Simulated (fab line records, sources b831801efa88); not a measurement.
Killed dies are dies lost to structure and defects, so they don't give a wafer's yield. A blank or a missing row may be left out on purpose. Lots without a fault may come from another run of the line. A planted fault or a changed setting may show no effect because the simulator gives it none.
A struck lot beside a sound one | flow sky130 | 43 steps out of a route of 708
Sound: wafers L447.1, L447.5, L447.6. Struck: wafers L455.2, L455.3, L455.5. The cause comes at the end.
At each step with rows: each side's tool, then ch and its chambers, then its first start. Under that, the readings that differ: sound wafers | struck wafers | difference of the means | sigmas: that difference in standard deviations of wafers without a fault.
alike: readings whose means differ by less than 2 such deviations, and words and numbers that are the same on both sides. not compared: withheld readings, readings that some wafer has no value for, bounds like >300 that may hide the same value, and numbers for which the record gives no deviation and whose values overlap.
The two part at a step that has a row with sigmas, a row that says differs or no value, or rows on one side only. Numbers that don't overlap but have no deviation are shown without sigmas and don't part them. A reading that every wafer of one side lacks parts them only if that side has two wafers or more.

first, 3 steps without rows for these wafers: SKY_SONOS_ONO_WET_ETCH_18 (etches Si3N4 in H3PO4, target depth 15 nm, time 172 s); SKY_GATE_OXIDE_CLEAN_00 (cleans in SC1/SC2, time 150 s); SKY_GATE_OXIDE_OXIDATION_01 (stabilise 600 s, purge 300 s, target thk 10.268 nm).
SKY_GATE_OXIDE_THK_MEAS_02:
  sound on film_metro-03, day 13 05:02; struck on film_metro-04, day 15 17:41
  alike: GATE_OXIDE_OXIDATION_00_THK
then, 7 steps without rows for these wafers: SKY_GATE_OXIDE_DEHYDRATE_03 (time 60 s); SKY_GATE_OXIDE_HMDS_04 (prime time 60 s); SKY_GATE_OXIDE_COAT_05 (resist thk 1140 nm); SKY_GATE_OXIDE_SOFTBAKE_06 (time 60 s); SKY_GATE_OXIDE_EXPOSE_07 (exposes mask LVOM, target cd 600 nm); SKY_GATE_OXIDE_PEB_08; SKY_GATE_OXIDE_DEVELOP_09 (develop time 60 s).
SKY_GATE_OXIDE_OVL_MEAS_10:
  sound on overlay-02, day 14 06:28; struck on overlay-01, day 16 20:41
  reading             | sound          | struck      | difference | sigmas
  GATE_OXIDE_OVL (nm) | -2.1 -1.0 -3.2 | 1.8 0.4 2.6 | +3.7       | +3
SKY_GATE_OXIDE_IMPLANT_11:
  sound on implanter-04 ch 0, day 14 06:31; struck on implanter-01 ch 0, day 16 20:44
  alike: beam_energy_keV
then, 1 step without rows for these wafers: SKY_GATE_OXIDE_WET_ETCH_12 (etches SiO2 in dHF, target depth 16.8 nm, time 336 s).
SKY_GATE_OXIDE_STRIP_13: strips in O2/N2.
  sound on plasma_asher-03 ch 0,1, day 14 06:46; struck on plasma_asher-03 ch 0,1, day 16 20:58
  alike: drypump_motor_current_A, o2_flow_sccm, oes_product_au, strip_time_to_endpoint_s
  not compared: rf_hours_counter_h
SKY_GATE_OXIDE_TW_MEAS_14:
  sound on film_metro-04, day 14 06:52; struck on film_metro-04, day 16 21:05
  alike: GATE_OXIDE_TW
then, 3 steps without rows for these wafers: SKY_GATE_OXIDE_CLEAN_15 (cleans in SC1/SC2, time 150 s); SKY_GATE_OXIDE_OXIDATION_16 (stabilise 600 s, purge 300 s, target thk 3.57 nm); SKY_POLY_GATE_CVD_00 (deposits poly-Si, target thk 180 nm, time 720 s).
SKY_POLY_GATE_THK_MEAS_01:
  sound on film_metro-04, day 14 11:23; struck on film_metro-03, day 17 01:58
  alike: POLY_GATE_CVD_00_THK
then, 8 steps without rows for these wafers: SKY_RES_PROTECT_DEHYDRATE_00 (time 60 s); SKY_RES_PROTECT_HMDS_01 (prime time 60 s); SKY_RES_PROTECT_COAT_02 (resist thk 1140 nm); SKY_RES_PROTECT_SOFTBAKE_03 (time 60 s); SKY_RES_PROTECT_EXPOSE_04 (exposes mask RPM, target cd 1270 nm); SKY_RES_PROTECT_PEB_05; SKY_RES_PROTECT_DEVELOP_06 (develop time 60 s); SKY_POLY_GATE_IMPLANT_02.
SKY_RES_PROTECT_STRIP_07: strips in O2/N2.
  sound on plasma_asher-03 ch 0,1, day 15 13:50; struck on plasma_asher-04 ch 0,1, day 18 06:34
  alike: drypump_motor_current_A, o2_flow_sccm, oes_product_au, strip_time_to_endpoint_s
  not compared: rf_hours_counter_h
SKY_RES_PROTECT_TW_MEAS_08:
  sound on film_metro-01, day 15 13:56; struck on film_metro-01, day 18 06:40
  alike: POLY_GATE_TW
then, 2 steps without rows for these wafers: SKY_RES_PROTECT_CLEAN_09 (cleans in SC1/SC2, time 150 s); SKY_POLY_GATE_CVD_03 (deposits Si3N4 from DCS/NH3, target thk 75 nm, time 1290 s).
SKY_POLY_GATE_THK_MEAS_04:
  sound on film_metro-01, day 15 15:24; struck on film_metro-04, day 18 08:09
  alike: POLY_GATE_CVD_03_THK
then, 8 steps without rows for these wafers: SKY_POLY_GATE_DEHYDRATE_05 (time 60 s); SKY_POLY_GATE_HMDS_06 (prime time 60 s); SKY_POLY_GATE_COAT_07 (resist thk 110 nm); SKY_POLY_GATE_COAT_08 (resist thk 450 nm); SKY_POLY_GATE_SOFTBAKE_09 (time 90 s); SKY_POLY_GATE_EXPOSE_10 (exposes mask P1M, target cd 150 nm); SKY_POLY_GATE_PEB_11; SKY_POLY_GATE_DEVELOP_12 (develop time 60 s).
SKY_POLY_GATE_CD_MEAS_13: target cd 150 nm.
  sound on cd_sem-02, day 16 18:52; struck on cd_sem-01, day 19 14:26
  alike: cd_nm
-- the record jumps here: 28 days lie between the struck wafers' starts before and after (it left off in module POLY_GATE and takes up again in module PAD_OPEN, whose first step shown is number 708 of the route) --
SKY_PAD_OPEN_PROBE_99:
  sound on prober-02, day 46 04:08; struck on prober-02, day 48 01:44
  reading                                 | sound                      | struck                  | difference | sigmas
  model.etest.nfet_01v8.drive_ua_um_range | 8.562 8.906 5.847          | 18.76 15.83 15.66       | +8.98      |
  model.etest.pfet_01v8.drive_ua_um_range | 6.155 7.423 8.167          | 14.36 11.68 15.83       | +6.71      |
  model.etest.pfet_01v8_lvt.vt_v_range    | 0.009782 0.01248 0.01675   | 0.1521 0.1555 0.1526    | +0.1404    |
  model.etest.pfet_01v8.vt_v_range        | 0.009032 0.009672 0.007383 | 0.05587 0.05978 0.05739 | +0.04898   |
  model.etest.nfet_01v8.vt_v_range        | 0.01098 0.01229 0.00753    | 0.01975 0.02131 0.02201 | +0.01076   |
  alike: killed_at_M0_to_M3, killed_at_M4_up, killed_at_contacts, killed_at_front_end, killed_at_other, killed_dies, killed_on_rim, killed_open, killed_short

WHERE THEY PART
Only at SKY_GATE_OXIDE_OVL_MEAS_10, within this record. Later steps at which nothing parts them and some readings are alike: SKY_GATE_OXIDE_IMPLANT_11, SKY_GATE_OXIDE_STRIP_13, SKY_GATE_OXIDE_TW_MEAS_14, SKY_POLY_GATE_THK_MEAS_01, SKY_RES_PROTECT_STRIP_07, SKY_RES_PROTECT_TW_MEAS_08, SKY_POLY_GATE_THK_MEAS_04, SKY_POLY_GATE_CD_MEAS_13, SKY_PAD_OPEN_PROBE_99.

WHY: what the simulator had put in
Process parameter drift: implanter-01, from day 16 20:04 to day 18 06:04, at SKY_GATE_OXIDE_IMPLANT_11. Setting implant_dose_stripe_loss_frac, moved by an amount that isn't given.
